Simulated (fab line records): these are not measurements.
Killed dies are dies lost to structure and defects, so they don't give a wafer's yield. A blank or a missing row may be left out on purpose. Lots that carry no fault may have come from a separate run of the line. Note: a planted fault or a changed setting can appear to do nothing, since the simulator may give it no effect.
A struck lot beside a sound one	flow sky130	32 steps out of a route of 708
Sound: wafers L539.1, L539.5, L539.6. Wafers struck: L544.1, L544.2, L544.4. At the end, the cause is stated.
Per side, at each step with rows, come the tool, then ch with its chambers, and then its first start. Under that, the readings that differ: sound wafers	struck wafers	difference of the means	sigmas: that difference in standard deviations of wafers without a fault.
alike: words and numbers the same on both sides, and readings whose means are apart by under 2 such deviations; not compared: readings that were withheld, readings missing a value for some wafer, numbers with overlapping values and no deviation given by the record, and bounds like >300 which may hide the same value.
Wherever a step has rows on one side only, a row that says differs or no value, or a row with sigmas, the two part there. Non-overlapping numbers with no deviation appear without sigmas and do not part them. A reading that every wafer of one side lacks parts them only if that side has two wafers or more.

SKY_PWDE_OVL_MEAS_07:
  sound on overlay-02, day 5 23:37; struck on overlay-01, day 7 01:38
  alike: PWDE_OVL
following that, these wafers have no rows for 1 step: SKY_PWDE_IMPLANT_08.
SKY_PWDE_STRIP_09: strips in O2/N2.
  sound on plasma-asher-02 ch 0,1, day 5 23:48; struck on plasma-asher-03 ch 0,1, day 7 01:49
  alike: chamber-pressure-mTorr, drypump-motor-current-A, oes-product-au, strip-time-to-endpoint-s
  not compared: rf-hours-counter-h
SKY_PWDE_TW_MEAS_10:
  sound on film-metro-01, day 5 23:54; struck on film-metro-03, day 7 01:55
reading	sound	struck	difference	sigmas
PWDE_TW	376.2 379.2 376.1	368.9 369.5 370.4	-7.6	-3
then, 7 steps without rows for these wafers: SKY_NWELL_DEHYDRATE_03 (time 60 s); SKY_NWELL_HMDS_04 (prime time 60 s); SKY_NWELL_COAT_05 (resist thk 3000 nm); SKY_NWELL_SOFTBAKE_06; SKY_NWELL_EXPOSE_07 (exposes mask NWM, target cd 840 nm); SKY_NWELL_PEB_08; SKY_NWELL_DEVELOP_09 (develop time 60 s).
SKY_NWELL_OVL_MEAS_10:
  sound on overlay-01, day 6 18:20; struck on overlay-01, day 7 21:41
  alike: NWELL_00_OVL
SKY_NWELL_IMPLANT_11:
  sound on implanter-03 ch 0, day 6 18:22; struck on implanter-03 ch 0, day 7 21:43
reading	sound	struck	difference	sigmas
beam-energy-keV	399.94 399.76 399.69	477.98 477.95 477.88	+78.14	+99 or more
model.implant.rp-nm (nm)	502.1 502.1 502.1	585.5 585.5 585.5	+83.4	
model.implant.drp-nm (nm)	116.9 116.9 116.9	127.6 127.6 127.6	+10.7	
  alike: beam-on-s
then, 2 steps without rows for these wafers: SKY_NWELL_IMPLANT_12; SKY_NWELL_IMPLANT_13.
SKY_NWELL_STRIP_14: strips in O2/N2.
  sound on plasma-asher-04 ch 0,1, day 6 18:49; struck on plasma-asher-01 ch 0,1, day 7 22:10
  alike: chamber-pressure-mTorr, drypump-motor-current-A, oes-product-au, strip-time-to-endpoint-s
  not compared: rf-hours-counter-h
SKY_NWELL_TW_MEAS_15:
  sound on film-metro-01, day 6 18:55; struck on film-metro-02, day 7 22:16
  alike: NWELL_TW
then, 7 steps without rows for these wafers: SKY_NWELL_DEHYDRATE_16 (time 60 s); SKY_NWELL_HMDS_17 (prime time 60 s); SKY_NWELL_COAT_18 (resist thk 3000 nm); SKY_NWELL_SOFTBAKE_19; SKY_NWELL_EXPOSE_20 (exposes mask NWM COMPLEMENT, target cd 840 nm); SKY_NWELL_PEB_21; SKY_NWELL_DEVELOP_22 (develop time 60 s).
SKY_NWELL_OVL_MEAS_23:
  sound on overlay-01, day 7 13:44; struck on overlay-02, day 8 18:32
  alike: NWELL_01_OVL
following that, these wafers have no rows for 1 step: SKY_NWELL_IMPLANT_24.
SKY_NWELL_STRIP_25: strips in O2/N2.
  sound on plasma-asher-04 ch 0,1, day 7 13:55; struck on plasma-asher-03 ch 0,1, day 8 18:43
  alike: chamber-pressure-mTorr, drypump-motor-current-A, oes-product-au, strip-time-to-endpoint-s
  not compared: rf-hours-counter-h
SKY_NWELL_TW_MEAS_26:
  sound on film-metro-02, day 7 14:01; struck on film-metro-02, day 8 18:49
  alike: NWELL_2_TW
then, 1 step without rows for these wafers: SKY_NWELL_CLEAN_27 (cleans in SC1/SC2, time 150 s).
SKY_NWELL_RTA_28: time 30 s.
  sound on rtp-anneal-01 ch 0, day 7 14:08; struck on rtp-anneal-01 ch 0, day 8 18:56
  alike: lamp-power-pct, ramp-down-c-per-s, wafer_temp_C_max
SKY_NWELL_RS_MEAS_29: the measuring method here is four-point-probe.
  sound on film-metro-01, day 7 14:14; struck on film-metro-03, day 8 19:02
reading	sound	struck	difference	sigmas
NWELL_RS (ohm/sq)	622.6 623.2 626.0	600.8 602.1 602.6	-22.1	-12
-- the record jumps here: 41 days lie between the struck wafers' starts before and after (it left off in module NWELL and takes up again in module PAD_OPEN, whose first step shown is number 708 of the route) --
SKY_PAD_OPEN_PROBE_99:
  sound on prober-01, day 48 08:22; struck on prober-02, day 49 09:10
reading	sound	struck	difference	sigmas
model.etest.nfet_16v.r-on-ohm-um	1.422e+04 1.43e+04 1.42e+04	1.613e+04 1.602e+04 1.626e+04	+1.897e+03	
model.etest.pfet_16v.r-on-ohm-um	1.512e+04 1.519e+04 1.53e+04	1.427e+04 1.465e+04 1.439e+04	-7.667e+02	
model.etest.res-nwell.line-ohm-um	1138 1140 1143	894 889.8 883.4	-251	
model.etest.res-nwell.rs-ohm-sq	934.4 932.4 938.9	755.4 759.4 758.3	-177.5	
model.etest.pfet-g5v0d10v5.r-on-ohm-um	4724 4820 4776	4624 4534 4584	-193	
model.etest.tip_p_5v.rs-ohm-sq	2836 2878 2844	2735 2732 2729	-121	
model.etest.pfet_16v.drive-ua-um	245 242.1 242.6	266.3 263.5 265.2	+21.8	
model.etest.pfet-g5v0d10v5.drive-ua-um	345.4 339.5 341.8	360.2 367.5 361.9	+21.0	
  alike: killed_at_M0_to_M3, killed_at_M4_up, killed-at-contacts, killed-at-front-end, killed-at-other, killed-dies, killed-open, killed-short

WHERE THEY PART
First at SKY_PWDE_TW_MEAS_10; last, within this record, at SKY_NWELL_RS_MEAS_29. Later steps at which nothing parts them and some readings are alike: SKY_PAD_OPEN_PROBE_99.

WHY: whatever the simulator had introduced
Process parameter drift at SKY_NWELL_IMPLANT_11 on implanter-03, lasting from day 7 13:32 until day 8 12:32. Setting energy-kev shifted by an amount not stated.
